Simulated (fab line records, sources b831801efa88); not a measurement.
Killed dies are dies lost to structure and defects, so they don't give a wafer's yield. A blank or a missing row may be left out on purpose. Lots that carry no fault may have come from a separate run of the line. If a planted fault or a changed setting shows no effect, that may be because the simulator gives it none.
A lot that was struck, set against a sound lot -- flow sky130 -- 16 steps out of a route of 708
Sound: these wafers, L969.1, L969.2, L969.5. Wafers struck: L976.3, L976.5, L976.6. Last of all comes the cause.
Per side, at each step with rows, come the tool, then ch with its chambers, and then its first start. Under that, the readings that differ: sound wafers -- struck wafers -- difference of the means -- sigmas: that difference in standard deviations of wafers without a fault.
alike: readings with means less than 2 such deviations apart, plus words and numbers identical on both sides. not compared: withheld readings, readings lacking a value on some wafer, bounds such as >300 that could conceal the same value, and numbers that have no deviation in the record and whose values overlap.
A row with sigmas, a row that says differs or no value, or rows on one side alone: a step with any of these is where the two part. Non-overlapping numbers with no deviation appear without sigmas and do not part them. Lack of a reading on every wafer of one side parts them only where that side has two or more wafers.

first, 4 steps without rows for these wafers: SKY_LDD_N_IMPLANT_12; SKY_LDD_N_IMPLANT_13; SKY_LDD_N_IMPLANT_14; SKY_LDD_N_IMPLANT_15.
SKY_LDD_N_STRIP_16: strips in O2/N2.
  sound on plasma asher-02 ch 0,1, day 23 04:15; struck on plasma asher-02 ch 0,1, day 25 13:56
  alike: chamber pressure mTorr, drypump motor current A, oes product au, strip time to endpoint s
  not compared: rf hours counter h
SKY_LDD_N_TW_MEAS_17:
  sound: film metro-04 at day 23 04:21; struck: film metro-03 at day 25 14:01
reading,sound,struck,difference,sigmas
LDD_N_TW,2611 2616 2616,2567 2571 2575,-43,-3
then, 6 steps without rows for these wafers: SKY_LDD_P_DEHYDRATE_00 (time 60 s); SKY_LDD_P_HMDS_01 (prime time 60 s); SKY_LDD_P_COAT_02 (resist thk 1140 nm); SKY_LDD_P_SOFTBAKE_03 (time 60 s); SKY_LDD_P_EXPOSE_04 (exposes mask PSDM, target cd 380 nm); SKY_LDD_P_PEB_05.
SKY_LDD_P_DEVELOP_06: develop time 60 s.
  sound on litho track-01 ch 0, day 24 09:52; struck on litho track-01 ch 0, day 26 18:58
SKY_LDD_P_CD_MEAS_07 targets a cd of 380 nm.
  sound: cd sem-02 at day 24 10:01; struck: cd sem-01 at day 26 19:32
reading,sound,struck,difference,sigmas
cd nm (nm),385.2 385.4 386.0,399.1 399.2 399.5,+13.7,+5
  not compared: hold
SKY_LDD_P_OVL_MEAS_08:
  sound: overlay-01 at day 24 10:08; struck: overlay-02 at day 26 22:40
reading,sound,struck,difference,sigmas
hold,- - -,await dispo/3.0h/release await dispo/3.0h/release await dispo/3.0h/release,no value on the sound wafers,
  alike: LDD_P_OVL
-- a jump in the record: the struck wafers' starts before and after are 24 days apart (it breaks off in module LDD_P and resumes in module PAD_OPEN, where the first step shown is number 708 of the route) --
SKY_PAD_OPEN_PROBE_99:
  sound: prober-02 at day 49 08:09; struck: prober-01 at day 50 18:26
reading,sound,struck,difference,sigmas
killed_at_M4_up,2 2 0,7,+6,+3
killed at other,0 0 0,2,+2,+3
  alike: killed_at_M0_to_M3, killed at contacts, killed at front end, killed dies, killed open, killed short

## WHERE THEY PART
Earliest at SKY_LDD_N_TW_MEAS_17; latest, in this record, at SKY_PAD_OPEN_PROBE_99.

WHY: what had been put in by the simulator
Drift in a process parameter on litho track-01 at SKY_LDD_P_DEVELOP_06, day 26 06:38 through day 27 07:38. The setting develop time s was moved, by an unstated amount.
